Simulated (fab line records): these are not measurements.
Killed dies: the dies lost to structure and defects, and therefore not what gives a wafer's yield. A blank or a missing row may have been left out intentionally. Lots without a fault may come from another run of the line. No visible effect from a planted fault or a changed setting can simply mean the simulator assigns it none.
A struck lot beside a sound one / flow sfq-line / 42 steps out of a route of 325
Sound: wafers L618.2, L618.4, L618.5. Struck: wafer L626.6. (L626.3 of the same lot was not struck and is left out.) The cause comes at the end.
Order at every step that has rows: each side's tool, ch and its chambers, its first start. Under that, the readings that differ: sound wafers / struck wafers / difference of the means / sigmas: that difference in standard deviations of wafers without a fault.
alike: readings whose means differ by less than 2 such deviations, and words and numbers that are the same on both sides. not compared: withheld readings, readings that some wafer has no value for, bounds like >300 that may hide the same value, and numbers for which the record gives no deviation and whose values overlap.
A row with sigmas, a row that says differs or no value, or rows on one side alone: a step with any of these is where the two part. Numbers that have no deviation but don't overlap get no sigmas and don't part them. Lack of a reading on every wafer of one side parts them only where that side has two or more wafers.

first, 6 steps without rows for these wafers: SFQ_TRILAYER_M0_LITHO_COAT_026 (resist thk 62 nm); SFQ_TRILAYER_M0_LITHO_COAT_021 (resist thk 600 nm); SFQ_TRILAYER_M0_LITHO_SOFTBAKE_025; SFQ_TRILAYER_M0_LITHO_EXPOSE_022 (exposes mask M0, target cd 500 nm); SFQ_TRILAYER_M0_LITHO_PEB_024 (peb time 60 s); SFQ_TRILAYER_M0_LITHO_DEVELOP_023 (time 60 s).
SFQ_M0_OVL_MEAS_906:
  sound on overlay-02, day 13 07:28; struck on overlay-02, day 17 03:53
  alike: M0_OVL
SFQ_TRILAYER_M0_BARC_OPEN_METAL_ETCH_031: etches BARC in O2, target depth 125 nm, time 41.7 s.
  sound on rie-metal-02 ch 0,1, day 13 07:29; struck on rie-metal-02 ch 0, day 17 03:58
  alike: bias-w, chamber-pressure-mTorr, drypump-motor-current-A, oes-product-au
  not compared: rf-hours-counter-h
SFQ_TRILAYER_M0_ETCH_METAL_ETCH_024: etches Nb in Cl2/Ar, stops on SiO2, target depth 240 nm, time 120 s.
  sound on rie-metal-02 ch 0,1, day 13 07:33; struck on rie-metal-02 ch 0, day 17 04:07
reading=chamber-pressure-mTorr (mTorr); sound=9.992 9.981 10.009; struck=10.017; difference=+0.023; sigmas=+3
  alike: bias-w, drypump-motor-current-A, oes-product-au
  not compared: rf-hours-counter-h
then, 3 steps without rows for these wafers: SFQ_TRILAYER_M0_STRIP_STRIP_025 (strips in O2); SFQ_TRILAYER_M0_STRIP_SOLV_CLEAN_026 (cleans in NMP, time 600 s); SFQ_TRILAYER_I0_DEP_PECVD_027 (deposits SiO2 from SiH4/N2O, time 111.11 s, target thk 500 nm).
SFQ_TRILAYER_I0_CMP_CMP_028: polishes SiO2.
  sound on cmp-01 ch 0,2,3, day 13 08:33; struck on cmp-01 ch 3, day 17 07:44
reading=time-to-endpoint-s (s); sound=218 230 229; struck=275; difference=+49; sigmas=+6
reading=model.SiO2_of_TRILAYER_I0_DEP_PECVD_027.thk-nm (nm); sound=201.1 201.7 204; struck=304.6; difference=+102.3; sigmas=
  alike: motor-current-A
SFQ_I0_BOW_MEAS_907:
  sound on film-metro-02, day 13 11:34; struck on film-metro-01, day 17 08:47
  alike: I0_BOW
SFQ_TRILAYER_I0_METRO_MEASURE_029:
  sound on film-metro-02, day 13 11:52; struck on film-metro-01, day 17 09:16
reading=thk-nm (nm); sound=201.0 201.8 204.0; struck=304.4; difference=+102.1; sigmas=+79
then, 6 steps without rows for these wafers: SFQ_TRILAYER_I0_VIA_LITHO_COAT_036 (resist thk 62 nm); SFQ_TRILAYER_I0_VIA_LITHO_COAT_031 (resist thk 650 nm); SFQ_TRILAYER_I0_VIA_LITHO_SOFTBAKE_035; SFQ_TRILAYER_I0_VIA_LITHO_EXPOSE_032 (exposes mask I0, target cd 500 nm); SFQ_TRILAYER_I0_VIA_LITHO_PEB_034 (peb time 60 s); SFQ_TRILAYER_I0_VIA_LITHO_DEVELOP_033 (time 60 s).
-- the record jumps here: 7 days lie between the struck wafers' starts before and after --
SFQ_I0_OVL_MEAS_908:
  sound on overlay-02, day 19 06:19; struck on overlay-02, day 23 23:43
  alike: I0_OVL
then, 1 step without rows for these wafers: SFQ_TRILAYER_I0_VIA_BARC_OPEN_VIA_ETCH_046 (etches BARC in O2, target depth 125 nm, time 41.7 s).
SFQ_TRILAYER_I0_VIA_ETCH_VIA_ETCH_034: etches SiO2 in CHF3, stops on Nb, target depth 260 nm.
  sound on rie-diel-04 ch 1,3, day 19 06:23; struck on rie-diel-03 ch 0, day 23 23:46
reading=oes-product-au (a.u.); sound=0.859 0.857 0.870; struck=1.003; difference=+0.141; sigmas=+26
reading=model.I0.feature-depth-nm (nm); sound=201.1 201.7 204; struck=260.4; difference=+58.1; sigmas=
reading=model.etch.depth-nm (nm); sound=201.1 201.7 204; struck=260.4; difference=+58.1; sigmas=
  alike: bias-w, chamber-pressure-mTorr, drypump-motor-current-A
SFQ_TRILAYER_I0_VIA_STRIP_STRIP_035: strips in O2.
  sound on rie-metal-03 ch 0, day 19 06:31; struck on rie-metal-01 ch 0, day 24 00:25
  alike: chamber-pressure-mTorr, drypump-motor-current-A, oes-product-au
  not compared: rf-hours-counter-h
then, 1 step without rows for these wafers: SFQ_TRILAYER_I0_VIA_STRIP_SOLV_CLEAN_036 (cleans in NMP, time 600 s).
SFQ_TRILAYER_M1_DEP_PRE_CLEAN_038: time 22.5 s.
  sound on pvd-sputter-05, day 19 07:17; struck on pvd-sputter-03, day 24 01:40
reading=model.SiO2_of_TRILAYER_I0_DEP_PECVD_027.thk-nm (nm); sound=193.6 194.2 196.5; struck=297.1; difference=+102.3; sigmas=
SFQ_TRILAYER_M1_DEP_SPUTTER_037: material Nb, target thk 200 nm, time 133.3 s.
  sound on pvd-sputter-05, day 19 07:19; struck on pvd-sputter-03, day 24 01:42
  alike: throttle-valve-pct
SFQ_M1_RS_MEAS_909: measures by four-point-probe.
  sound on film-metro-03, day 19 07:25; struck on film-metro-02, day 24 01:50
  alike: M1_NB_RS
then, 6 steps without rows for these wafers: SFQ_TRILAYER_M1_LITHO_COAT_044 (resist thk 62 nm); SFQ_TRILAYER_M1_LITHO_COAT_039 (resist thk 600 nm); SFQ_TRILAYER_M1_LITHO_SOFTBAKE_043; SFQ_TRILAYER_M1_LITHO_EXPOSE_040 (exposes mask M1, target cd 500 nm); SFQ_TRILAYER_M1_LITHO_PEB_042 (peb time 60 s); SFQ_TRILAYER_M1_LITHO_DEVELOP_041 (time 60 s).
-- the record jumps here: 7 days lie between the struck wafers' starts before and after --
SFQ_M1_OVL_MEAS_911:
  sound on overlay-02, day 25 21:55; struck on overlay-01, day 30 16:36
  alike: M1_OVL
SFQ_TRILAYER_M1_BARC_OPEN_METAL_ETCH_054: etches BARC in O2, target depth 125 nm, time 41.7 s.
  sound on rie-metal-01 ch 0,1, day 25 21:57; struck on rie-metal-01 ch 0, day 30 16:38
reading=bias-w (W); sound=80.38 80.04 80.36; struck=79.68; difference=-0.58; sigmas=-2
  alike: chamber-pressure-mTorr, drypump-motor-current-A, oes-product-au
  not compared: rf-hours-counter-h
then, 4 steps without rows for these wafers: SFQ_TRILAYER_M1_ETCH_METAL_ETCH_042 (etches Nb in Cl2/Ar, stops on SiO2, target depth 240 nm, time 120 s); SFQ_TRILAYER_M1_STRIP_STRIP_043 (strips in O2); SFQ_TRILAYER_M1_STRIP_SOLV_CLEAN_044 (cleans in NMP, time 600 s); SFQ_TRILAYER_I1_DEP_PECVD_045 (deposits SiO2 from SiH4/N2O, time 111.11 s, target thk 500 nm).
-- the record jumps here: 60 days lie between the struck wafers' starts before and after --
SFQ_M8_BOW_MEAS_951:
  sound on film-metro-04, day 80 01:35; struck on film-metro-02, day 90 15:27
  alike: M8_BOW
  not compared: model.etest.i0.link-ohm

WHERE THEY PART
Last at SFQ_TRILAYER_M1_BARC_OPEN_METAL_ETCH_054 as far as this record goes, first at SFQ_TRILAYER_M0_ETCH_METAL_ETCH_024. Later steps at which nothing parts them and some readings are alike: SFQ_M8_BOW_MEAS_951.

WHY: what had been put in by the simulator
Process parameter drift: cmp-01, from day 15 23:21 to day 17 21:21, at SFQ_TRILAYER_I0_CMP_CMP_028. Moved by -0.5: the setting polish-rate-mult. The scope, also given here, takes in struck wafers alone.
